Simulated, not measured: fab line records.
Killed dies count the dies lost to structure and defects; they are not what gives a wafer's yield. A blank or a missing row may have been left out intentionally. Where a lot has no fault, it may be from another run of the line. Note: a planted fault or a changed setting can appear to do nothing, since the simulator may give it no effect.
2 desks looking at one fault	flow sfq line	only its own numbers are on each desk; what lay behind them is given at the end

## AT THE TOOL OWNER'S DESK: rie diel-03
The tool's own readings at SFQ_TRILAYER_I6_VIA_BARC_OPEN_VIA_ETCH_235 (etches BARC in O2, target depth 125 nm, time 41.7 s): means of the sampled wafers that have a number, for each lot that ran on this tool. If a lot's mean is further than 4 standard deviations from the usual mean, the lot is out of limits and carries the mark OUT (the distance appears in the brackets).
Columns: A = drypump motor current A at SFQ_TRILAYER_I6_VIA_BARC_OPEN_VIA_ETCH_235, usual 5.7 A; B = oes product au at SFQ_TRILAYER_I6_VIA_BARC_OPEN_VIA_ETCH_235, usual 0.691 a.u.; C = run length s at SFQ_TRILAYER_I6_VIA_BARC_OPEN_VIA_ETCH_235, usual 70.1 s
lot	first seen here	A	B	C
L737	day 71 00:51	5.9	0.691	70.3
L738	day 71 05:39	5.8	0.687	70.3
L740	day 73 00:59	5.8	0.688	70.1
L748	day 75 00:09	5.8	0.725 (+7.7) OUT	67.5 (-5.5) OUT
L759	day 78 07:20	5.9	0.692	70.3
This desk's verdict: out of limits on L748, starting with L748 at day 75 00:09 (oes product au at SFQ_TRILAYER_I6_VIA_BARC_OPEN_VIA_ETCH_235). L737, L738, L740, L759: within limits.

## METROLOGY DESK
Means of the sampled wafers that have a number, per lot and without regard to the tool the lot ran on: this is what the gauges read. If a lot's mean is further than 4 standard deviations from the usual mean, the lot is out of limits and carries the mark OUT (the distance appears in the brackets).
Columns: A = M6_NB_RS at SFQ_M6_RS_MEAS_938, usual 0.893 ohm/sq
lot	first seen here	A
L736	day 62 06:46	0.879
L737	day 62 10:23	0.894
L738	day 62 14:00	0.889
L739	day 62 16:23	0.886
L740	day 68 06:31	0.906
L741	day 68 08:58	0.887
L742	day 68 10:07	0.883
L748	day 69 05:17	0.894
L753	day 70 03:39	0.879
L755	day 70 10:14	0.896
L757	day 70 18:38	0.914
L758	day 70 20:06	0.890
L759	day 70 21:02	0.875
Result from this desk: across the 13 lots, nothing is out of limits.

## TAKEN TOGETHER
An alarm could have come from the tool owner's desk at day 75 00:09, on L748.
The metrology desk saw nothing out of limits.
The metrology desk holds a record of L748, inside its limits.
On rie diel-03, each named lot ran SFQ_TRILAYER_I6_VIA_BARC_OPEN_VIA_ETCH_235.

## WHAT THE SIMULATOR PUT IN
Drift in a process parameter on rie diel-03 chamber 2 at SFQ_TRILAYER_I6_VIA_BARC_OPEN_VIA_ETCH_235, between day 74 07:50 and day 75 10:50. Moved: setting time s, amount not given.
Shown lots that were struck: L748.
Hours from the fault's start to each desk's first reading out of limits: the tool owner's desk, 16.
